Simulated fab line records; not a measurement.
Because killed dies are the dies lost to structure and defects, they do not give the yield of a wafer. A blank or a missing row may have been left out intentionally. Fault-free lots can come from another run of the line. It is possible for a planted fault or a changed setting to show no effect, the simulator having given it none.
What tool caused it? + flow gf180mcu + 11 lots, 33 wafers sampled, at 4 steps of a route of 602

== WHAT EACH GAUGE READ, for each wafer ==
GF_VT_IMPLANT_TW_MEAS_21. Usual: VT_IMPLANT_2_TW gives 1211 (standard deviation 8.8).
| lot  | measured     | on            | VT_IMPLANT_2_TW | flag |
|------|--------------|---------------|-----------------|------|
| L714 | day 6 12:30  | film-metro-01 | 1215 1229 1217  |      |
| L716 | day 7 03:22  | film-metro-04 | 1205 1206 1208  |      |
| L717 | day 7 08:53  | film-metro-01 | 1216 1217 1216  |      |
| L718 | day 7 15:27  | film-metro-01 | 1216 1217 1220  |      |
| L721 | day 8 07:50  | film-metro-01 | 1220 1217 1225  |      |
| L722 | day 8 13:17  | film-metro-04 | 1198 1203 1199  |      |
| L730 | day 10 16:58 | film-metro-04 | 1199 1203 1196  |      |
| L732 | day 11 04:40 | film-metro-04 | 1209 1205 1215  |      |
| L734 | day 11 17:19 | film-metro-01 | 1220 1223 1220  |      |
| L735 | day 11 21:54 | film-metro-03 | 1201 1202 1202  |      |
| L736 | day 12 04:41 | film-metro-01 | 1227 1223 1219  |      |

GF_PSD_RS_MEAS_14: the measuring method here is four-point-probe. Usual: NSD_RS gives 46.14 ohm/sq (standard deviation 0.076).
| lot  | measured     | on            | NSD_RS (ohm/sq)   | flag |
|------|--------------|---------------|-------------------|------|
| L714 | day 14 13:59 | film-metro-03 | 46.19 46.17 46.17 |      |
| L716 | day 15 07:11 | film-metro-04 | 46.09 46.09 46.12 |      |
| L717 | day 15 21:11 | film-metro-01 | 46.04 45.98 46.04 |      |
| L718 | day 16 09:43 | film-metro-01 | 46.08 46.10 46.06 |      |
| L721 | day 17 17:57 | film-metro-03 | 49.31 49.42 49.44 | OFF  |
| L722 | day 17 17:34 | film-metro-01 | 49.10 49.22 49.33 | OFF  |
| L730 | day 19 20:21 | film-metro-01 | 46.26 46.18 46.22 |      |
| L732 | day 20 17:41 | film-metro-04 | 46.17 46.19 46.08 |      |
| L734 | day 21 05:34 | film-metro-03 | 46.08 46.12 46.05 |      |
| L735 | day 21 13:17 | film-metro-01 | 46.21 46.12 46.23 |      |
| L736 | day 21 22:49 | film-metro-03 | 46.20 46.13 46.13 |      |

== WHICH TOOL RAN EACH LOT (tool, then ch and the chambers of the sampled wafers, then the start) ==
| lot  | GF_NSD_IMPLANT_09               | GF_NSD_STRIP_11                      |
|------|---------------------------------|--------------------------------------|
| L714 | implanter-03 ch 0, day 13 16:43 | plasma-asher-01 ch 0,1, day 13 17:01 |
| L716 | implanter-03 ch 0, day 14 10:38 | plasma-asher-03 ch 0,1, day 14 10:54 |
| L717 | implanter-04 ch 0, day 14 23:27 | plasma-asher-01 ch 0,1, day 14 23:45 |
| L718 | implanter-03 ch 0, day 15 11:18 | plasma-asher-01 ch 0,1, day 15 11:36 |
| L721 | implanter-03 ch 0, day 16 17:53 | plasma-asher-04 ch 0,1, day 16 18:09 |
| L722 | implanter-03 ch 0, day 16 17:33 | plasma-asher-01 ch 0,1, day 16 17:51 |
| L730 | implanter-01 ch 0, day 18 19:20 | plasma-asher-03 ch 0,1, day 18 19:35 |
| L732 | implanter-03 ch 0, day 19 16:53 | plasma-asher-03 ch 0,1, day 19 17:10 |
| L734 | implanter-01 ch 0, day 20 05:08 | plasma-asher-01 ch 0,1, day 20 05:23 |
| L735 | implanter-04 ch 0, day 20 13:31 | plasma-asher-04 ch 0,1, day 20 13:49 |
| L736 | implanter-01 ch 0, day 20 22:46 | plasma-asher-04 ch 0,1, day 20 23:03 |
- GF_NSD_IMPLANT_09
- GF_NSD_STRIP_11: strips in O2/N2.

== AS READ BY THE TOOLS THEMSELVES (means over the sampled wafers that have a number; for cases with no such wafer, the mark the record gives instead) ==
GF_NSD_IMPLANT_09. Usual: beam-on-s 19.4 s, standard deviation 1.9; dose-ions-cm2 4e+15, standard deviation 4.5e+12.
| lot  | tool         | beam-on-s (s) | dose-ions-cm2 | flag |
|------|--------------|---------------|---------------|------|
| L714 | implanter-03 | 21.5          | 4e+15         |      |
| L716 | implanter-03 | 21.1          | 4e+15         |      |
| L717 | implanter-04 | 20.5          | 4e+15         |      |
| L718 | implanter-03 | 21.0          | 4e+15         |      |
| L721 | implanter-03 | 14.2          | 3e+15         | OFF  |
| L722 | implanter-03 | 13.8          | 3e+15         | OFF  |
| L730 | implanter-01 | 17.7          | 4e+15         |      |
| L732 | implanter-03 | 21.5          | 4e+15         |      |
| L734 | implanter-01 | 17.2          | 4e+15         |      |
| L735 | implanter-04 | 20.4          | 4e+15         |      |
| L736 | implanter-01 | 17.4          | 4e+15         |      |

GF_NSD_STRIP_11. Usual: drypump-motor-current-A 5.83 A, standard deviation 0.14; heater-power-w 343 W, standard deviation 13; o2-flow-sccm 3000 sccm, standard deviation 8.9; oes-product-au 0.487 a.u., standard deviation 0.0043; strip-time-to-endpoint-s 22.97 s, standard deviation 0.037.
| lot  | tool            | drypump-motor-current-A (A) | heater-power-w (W) | o2-flow-sccm (sccm) | oes-product-au (a.u.) | strip-time-to-endpoint-s (s) | flag |
|------|-----------------|-----------------------------|--------------------|---------------------|-----------------------|------------------------------|------|
| L714 | plasma-asher-01 | 5.76                        | 348                | 2990                | 0.485                 | 22.94                        |      |
| L716 | plasma-asher-03 | 5.96                        | 340                | 3001                | 0.487                 | 22.97                        |      |
| L717 | plasma-asher-01 | 5.74                        | 353                | 2991                | 0.486                 | 22.97                        |      |
| L718 | plasma-asher-01 | 5.76                        | 351                | 3001                | 0.487                 | 23.08                        |      |
| L721 | plasma-asher-04 | 5.72                        | 341                | 3002                | 0.509                 | 21.37                        | OFF  |
| L722 | plasma-asher-01 | 5.74                        | 341                | 2990                | 0.506                 | 21.39                        | OFF  |
| L730 | plasma-asher-03 | 6.02                        | 335                | 2999                | 0.490                 | 22.99                        |      |
| L732 | plasma-asher-03 | 5.95                        | 344                | 3000                | 0.489                 | 22.95                        |      |
| L734 | plasma-asher-01 | 5.72                        | 342                | 2996                | 0.492                 | 22.93                        |      |
| L735 | plasma-asher-04 | 5.72                        | 327                | 3007                | 0.484                 | 22.93                        |      |
| L736 | plasma-asher-04 | 5.79                        | 330                | 2997                | 0.486                 | 23.02                        |      |

== THE ANSWER, worked out from the rows above alone ==
Rule: lot off if the mean of its wafers having a number is beyond 3 standard deviations from the usual mean. A lot without any number at a reading at which 4 lots or more have one is off too. All remaining lots with rows at the step are treated as sound. First the gauges in route order, then the tools' own readings, where a lot's mean is used as printed above. At the first step where some lot is off, the reading lying furthest off is the one used; lots without a number count as furthest.
Off: L721, L722, seen at GF_PSD_RS_MEAS_14 (NSD_RS).
A tool fits if, at a process step before that reading, it ran every lot that is off, and no sound lot after the first of them. The gauges at GF_PSD_RS_MEAS_14 aren't tried: what is off there is off at GF_NSD_IMPLANT_09 too, on other tools, and a gauge's error can't cause that. Not one of the candidates tried fits.

== WHAT THE SIMULATOR HAD INSERTED ==
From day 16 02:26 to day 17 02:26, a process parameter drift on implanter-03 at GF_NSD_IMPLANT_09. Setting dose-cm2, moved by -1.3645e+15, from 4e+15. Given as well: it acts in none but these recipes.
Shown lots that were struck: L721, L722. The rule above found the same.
